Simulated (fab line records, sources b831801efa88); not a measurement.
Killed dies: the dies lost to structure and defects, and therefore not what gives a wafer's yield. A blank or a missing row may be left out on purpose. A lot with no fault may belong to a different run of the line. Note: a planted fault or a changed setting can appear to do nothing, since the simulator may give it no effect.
One fault seen from 2 desks || flow sky130 || only its own numbers are on each desk; what lay behind them is given at the end

== THE METROLOGY DESK ==
What the gauges read, lot by lot, whatever tool the lot ran on: means of the sampled wafers that have a number. Marked OUT: a lot whose mean sits more than 4 standard deviations from the usual mean, which makes it out of limits; the brackets give that distance.
Columns: A = NWELL_2_TW at SKY_NWELL_TW_MEAS_26, usual 495; B = PWDE_RS at SKY_NWELL_RS_MEAS_31, usual 5276 ohm/sq; C = VT_ADJUST_HVTP_TW at SKY_VT_ADJUST_HVTP_TW_MEAS_11, usual 1349; D = VT_ADJUST_NCORE_TW at SKY_VT_ADJUST_NCORE_TW_MEAS_11, usual 217.6
{"lot": "L333", "first seen here": "day 5 10:31", "A": 488, "B": 5310, "C": 1356, "D": 216.6}
{"lot": "L334", "first seen here": "day 5 16:13", "A": 486, "B": 5270, "C": 1349, "D": 216.3}
{"lot": "L335", "first seen here": "day 5 23:22", "A": 496, "B": 5276, "C": 1348, "D": 215.3}
{"lot": "L336", "first seen here": "day 6 07:23", "A": 498, "B": 5296, "C": 1357, "D": 219.6}
{"lot": "L337", "first seen here": "day 6 10:34", "A": 497, "B": 5266, "C": 1338, "D": 219.5}
{"lot": "L338", "first seen here": "day 6 16:43", "A": 499, "B": 5257, "C": 1363, "D": 217.7}
{"lot": "L339", "first seen here": "day 6 21:08", "A": 495, "B": 5281, "C": 1356, "D": 217.4}
{"lot": "L340", "first seen here": "day 7 04:23", "A": 498, "B": 5289, "C": 1347, "D": 216.9}
{"lot": "L344", "first seen here": "day 8 02:22", "A": 493, "B": 5266, "C": 1358, "D": "206.1 (-7.2) OUT"}
{"lot": "L345", "first seen here": "day 8 08:11", "A": 491, "B": 5291, "C": 1358, "D": 216.6}
{"lot": "L346", "first seen here": "day 8 14:20", "A": 497, "B": 5267, "C": 1339, "D": 215.7}
{"lot": "L348", "first seen here": "day 9 03:22", "A": 497, "B": 5327, "C": 1346, "D": "205.6 (-7.5) OUT"}
{"lot": "L356", "first seen here": "day 11 00:46", "A": 495, "B": 5279, "C": 1341, "D": 216.5}
This desk finds L344, L348 out of limits, with the earliest case on L344 at day 11 19:25 (VT_ADJUST_NCORE_TW at SKY_VT_ADJUST_NCORE_TW_MEAS_11). L333, L334, L335, L336, L337, L338, L339, L340, L345, L346, L356: within limits.

== THE TOOL OWNER'S DESK: implanter-03 ==
The tool's own readings at SKY_VT_ADJUST_NCORE_IMPLANT_09, given as means over the sampled wafers that have a number, one for each lot that went through this tool. Marked OUT: a lot whose mean sits more than 4 standard deviations from the usual mean, which makes it out of limits; the brackets give that distance.
Columns: A = beam_energy_keV at SKY_VT_ADJUST_NCORE_IMPLANT_09, usual 10.000
{"lot": "L336", "first seen here": "day 9 18:23", "A": 10.004}
{"lot": "L337", "first seen here": "day 10 03:13", "A": 9.998}
{"lot": "L339", "first seen here": "day 10 09:13", "A": 10.002}
{"lot": "L344", "first seen here": "day 11 19:10", "A": "7.979 (-99 or more) OUT"}
{"lot": "L348", "first seen here": "day 13 00:31", "A": "7.975 (-99 or more) OUT"}
This desk's verdict: out of limits on L344, L348, starting with L344 at day 11 19:10 (beam_energy_keV at SKY_VT_ADJUST_NCORE_IMPLANT_09). L336, L337, L339: within limits.

== ALL TOGETHER ==
The tool owner's desk could have raised an alarm at day 11 19:10, on L344, L348.
An alarm was possible from the metrology desk at day 11 19:25, on L344, L348.
All the named lots went through SKY_VT_ADJUST_NCORE_IMPLANT_09 on implanter-03.

== WHAT THE SIMULATOR PUT IN ==
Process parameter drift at SKY_VT_ADJUST_NCORE_IMPLANT_09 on implanter-03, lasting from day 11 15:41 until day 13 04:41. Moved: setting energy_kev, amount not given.
Shown lots that were struck: L344, L348.
Delay (hours) between the fault's onset and each desk's first out-of-limits reading: 3 at the tool owner's desk, 4 at the metrology desk.
